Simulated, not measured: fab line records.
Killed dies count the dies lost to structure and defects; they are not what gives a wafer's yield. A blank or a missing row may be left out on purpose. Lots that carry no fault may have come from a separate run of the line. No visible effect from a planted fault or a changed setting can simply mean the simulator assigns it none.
What tool caused it? + flow gf180mcu + Sampling: 12 lots, 36 wafers, 4 of 602 route steps

## WHAT THE GAUGES SHOWED, per wafer
GF_MIM_THK_MEAS_06.
| lot  | measured     | on           | MIM_CVD_05_THK (nm) |
|------|--------------|--------------|---------------------|
| L600 | day 24 04:46 | filmMetro-02 | 42.4 41.4 41.6      |
| L604 | day 25 20:37 | filmMetro-01 | 42.2 41.5 41.9      |
| L605 | day 26 14:59 | filmMetro-02 | 41.3 41.9 42.0      |
| L606 | day 27 03:04 | filmMetro-02 | 40.7 41.6 41.7      |
| L611 | day 28 08:20 | filmMetro-01 | 41.7 42.6 42.5      |
| L613 | day 28 20:38 | filmMetro-04 | 42.5 42.2 42.6      |
| L614 | day 29 00:10 | filmMetro-01 | 38.7 42.7 42.6      |
| L616 | day 29 19:07 | filmMetro-02 | 41.4 41.9 42.2      |
| L618 | day 30 03:19 | filmMetro-04 | 41.2 42.2 41.6      |
| L619 | day 30 09:41 | filmMetro-02 | 42.4 42.6 42.2      |
| L620 | day 30 16:39 | filmMetro-02 | 42.3 42.6 42.7      |
| L622 | day 31 02:18 | filmMetro-02 | 42.1 43.1 42.5      |

## WHICH TOOL RAN EACH LOT (tool, then ch and the chambers of the sampled wafers, then the start)
| lot  | GF_MIM_SPUTTER_00           | GF_MIM_SPUTTER_01           | GF_MIM_CVD_05                   |
|------|-----------------------------|-----------------------------|---------------------------------|
| L600 | pvdSputter-01, day 24 04:29 | pvdSputter-01, day 24 04:35 | pecvd-02 ch 0,1,2, day 24 04:43 |
| L604 | pvdSputter-03, day 25 20:22 | pvdSputter-03, day 25 20:28 | pecvd-03 ch 0,1,2, day 25 20:35 |
| L605 | pvdSputter-02, day 26 14:43 | pvdSputter-02, day 26 14:49 | pecvd-03 ch 1,2, day 26 14:56   |
| L606 | pvdSputter-03, day 27 02:48 | pvdSputter-03, day 27 02:54 | pecvd-03 ch 0,1,2, day 27 03:02 |
| L611 | pvdSputter-03, day 28 08:04 | pvdSputter-03, day 28 08:10 | pecvd-04 ch 0,2, day 28 08:17   |
| L613 | pvdSputter-02, day 28 20:20 | pvdSputter-02, day 28 20:26 | pecvd-03 ch 0,1,2, day 28 20:35 |
| L614 | pvdSputter-02, day 28 23:55 | pvdSputter-02, day 29 00:01 | pecvd-02 ch 0,2, day 29 00:08   |
| L616 | pvdSputter-01, day 29 18:52 | pvdSputter-01, day 29 18:58 | pecvd-04 ch 1,2, day 29 19:05   |
| L618 | pvdSputter-03, day 30 03:04 | pvdSputter-03, day 30 03:10 | pecvd-03 ch 0,1,2, day 30 03:17 |
| L619 | pvdSputter-03, day 30 09:27 | pvdSputter-03, day 30 09:31 | pecvd-03 ch 0,1,2, day 30 09:38 |
| L620 | pvdSputter-02, day 30 16:23 | pvdSputter-02, day 30 16:29 | pecvd-03 ch 0,1, day 30 16:37   |
| L622 | pvdSputter-03, day 31 02:02 | pvdSputter-03, day 31 02:08 | pecvd-04 ch 1,2, day 31 02:16   |
- GF_MIM_SPUTTER_00: material Ti, target thk 37.5 nm, time 150 s.
- GF_MIM_SPUTTER_01: material TiN, target thk 30 nm, time 25 s.
- GF_MIM_CVD_05: deposits Si3N4, target thk 42 nm, time 29.086 s.

## AS READ BY THE TOOLS THEMSELVES (means over the sampled wafers that have a number; for cases with no such wafer, the mark the record gives instead)
GF_MIM_SPUTTER_00.
| lot  | tool          | throttleValvePct (%) |
|------|---------------|----------------------|
| L600 | pvdSputter-01 | 30.2                 |
| L604 | pvdSputter-03 | 30.2                 |
| L605 | pvdSputter-02 | 29.4                 |
| L606 | pvdSputter-03 | 30.0                 |
| L611 | pvdSputter-03 | 30.5                 |
| L613 | pvdSputter-02 | 29.8                 |
| L614 | pvdSputter-02 | 30.0                 |
| L616 | pvdSputter-01 | 30.0                 |
| L618 | pvdSputter-03 | 29.7                 |
| L619 | pvdSputter-03 | 29.3                 |
| L620 | pvdSputter-02 | 30.1                 |
| L622 | pvdSputter-03 | 30.3                 |

GF_MIM_SPUTTER_01.
| lot  | tool          | throttleValvePct (%) |
|------|---------------|----------------------|
| L600 | pvdSputter-01 | 30.0                 |
| L604 | pvdSputter-03 | 30.2                 |
| L605 | pvdSputter-02 | 29.4                 |
| L606 | pvdSputter-03 | 29.9                 |
| L611 | pvdSputter-03 | 30.6                 |
| L613 | pvdSputter-02 | 29.7                 |
| L614 | pvdSputter-02 | 29.9                 |
| L616 | pvdSputter-01 | 30.1                 |
| L618 | pvdSputter-03 | 29.5                 |
| L619 | pvdSputter-03 | 29.3                 |
| L620 | pvdSputter-02 | 30.1                 |
| L622 | pvdSputter-03 | 30.2                 |

GF_MIM_CVD_05.
| lot  | tool     | heaterPowerW (W) | runLengthS (s) |
|------|----------|------------------|----------------|
| L600 | pecvd-02 | 701              | 57.2           |
| L604 | pecvd-03 | 605              | 56.6           |
| L605 | pecvd-03 | 692              | 56.8           |
| L606 | pecvd-03 | 620              | 56.6           |
| L611 | pecvd-04 | 590              | 56.6           |
| L613 | pecvd-03 | 659              | 56.9           |
| L614 | pecvd-02 | 727              | 57.0           |
| L616 | pecvd-04 | 582              | 56.8           |
| L618 | pecvd-03 | 645              | 56.7           |
| L619 | pecvd-03 | 651              | 56.7           |
| L620 | pecvd-03 | 573              | 56.6           |
| L622 | pecvd-04 | 599              | 57.1           |

## THE ANSWER, worked out from the rows above alone
Rule: the usual values come from the lots themselves. The widest of any qualifying gaps counts: lots, ordered by their means at a reading, are off when they make up no more than a third of the lots, leave a main group of 4 or more, and stand apart from it by 3 or more times the standard deviation of that group's means. The tables above print the reading to a certain number of digits; a main group whose means all agree to those digits is not used. A lot without any number at a reading at which 4 lots or more have one is off too. All remaining lots with rows at the step are treated as sound. First the gauges in route order, then the tools' own readings, where a lot's mean is used as printed above. At the first step where some lot is off, the reading lying furthest off is the one used; lots without a number count as furthest.
None of the lots is off at any reading shown; this tells nothing.

## WHAT THE SIMULATOR PUT IN
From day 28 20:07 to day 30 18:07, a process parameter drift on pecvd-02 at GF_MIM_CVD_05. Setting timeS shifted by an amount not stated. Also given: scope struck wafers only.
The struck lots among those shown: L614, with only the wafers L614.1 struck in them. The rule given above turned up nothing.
